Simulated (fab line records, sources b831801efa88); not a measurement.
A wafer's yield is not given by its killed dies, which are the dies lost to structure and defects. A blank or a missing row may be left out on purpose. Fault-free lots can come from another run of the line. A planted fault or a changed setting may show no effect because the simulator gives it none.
One fault through the eyes of 2 desks :: flow gf180mcu :: numbers are kept per desk, each desk with only its own; the story behind them comes last

DESK OF THE TOOL OWNER: rie-diel-03
The tool's own readings at GF_HV_LDD_ETCHBACK_58 (etches Si3N4 in CH3F/O2, stops on SiO2, time 100 s, target depth 90 nm): means of the sampled wafers that have a number, for each lot that ran on this tool. A lot is out of limits, marked OUT, if its mean lies more than 4 standard deviations from the usual mean; the brackets give that distance.
Columns: A = O2_flow_sccm at GF_HV_LDD_ETCHBACK_58, usual 30.01 sccm; B = bias-w at GF_HV_LDD_ETCHBACK_58, usual 80.00 W; C = chamber-pressure-mTorr at GF_HV_LDD_ETCHBACK_58, usual 25.001 mTorr; D = drypump-motor-current-A at GF_HV_LDD_ETCHBACK_58, usual 5.9 A; E = oes-product-au at GF_HV_LDD_ETCHBACK_58, usual 0.840 a.u.; F = throttle-valve-pct at GF_HV_LDD_ETCHBACK_58, usual 10.561 %
lot: L178
first seen here: day 12 11:03
A: 30.09
B: 80.09
C: 24.975
D: 5.8
E: 0.837
F: 10.560

lot: L179
first seen here: day 12 18:20
A: 30.01
B: 79.92
C: 24.987
D: 5.8
E: 0.835
F: 10.557

lot: L183
first seen here: day 14 06:05
A: 29.93
B: 79.99
C: 25.010
D: 6.1
E: 0.842
F: 10.559

lot: L184
first seen here: day 14 08:35
A: 30.02
B: 80.10
C: 24.986
D: 6.6
E: 0.836
F: 10.562

lot: L191
first seen here: day 17 04:35
A: 30.08
B: 79.92
C: 24.987
D: 6.4
E: 0.840
F: 10.560
This desk's finding: nothing out of limits on any of the 5 lots.

METROLOGY DESK
Means of the sampled wafers that have a number, per lot and without regard to the tool the lot ran on: this is what the gauges read. A lot is out of limits, marked OUT, if its mean lies more than 4 standard deviations from the usual mean; the brackets give that distance.
Columns: A = CONTACT_CVD_00_THK at GF_CONTACT_THK_MEAS_01, usual 300 nm
lot: L178
first seen here: day 15 01:30
A: 305

lot: L179
first seen here: day 15 10:08
A: 305

lot: L181
first seen here: day 16 08:29
A: 298

lot: L183
first seen here: day 17 00:14
A: 299

lot: L184
first seen here: day 17 04:16
A: 299

lot: L186
first seen here: day 18 08:59
A: 300

lot: L187
first seen here: day 18 12:40
A: 298

lot: L189
first seen here: day 19 09:28
A: 298

lot: L190
first seen here: day 19 13:28
A: 301

lot: L191
first seen here: day 20 04:58
A: 294

lot: L200
first seen here: day 22 21:08
A: 301
This desk's finding: nothing out of limits on any of the 11 lots.

BROUGHT TOGETHER
The tool owner's desk saw nothing out of limits.
Metrology desk: nothing out of limits seen.

WHAT THE SIMULATOR PUT IN
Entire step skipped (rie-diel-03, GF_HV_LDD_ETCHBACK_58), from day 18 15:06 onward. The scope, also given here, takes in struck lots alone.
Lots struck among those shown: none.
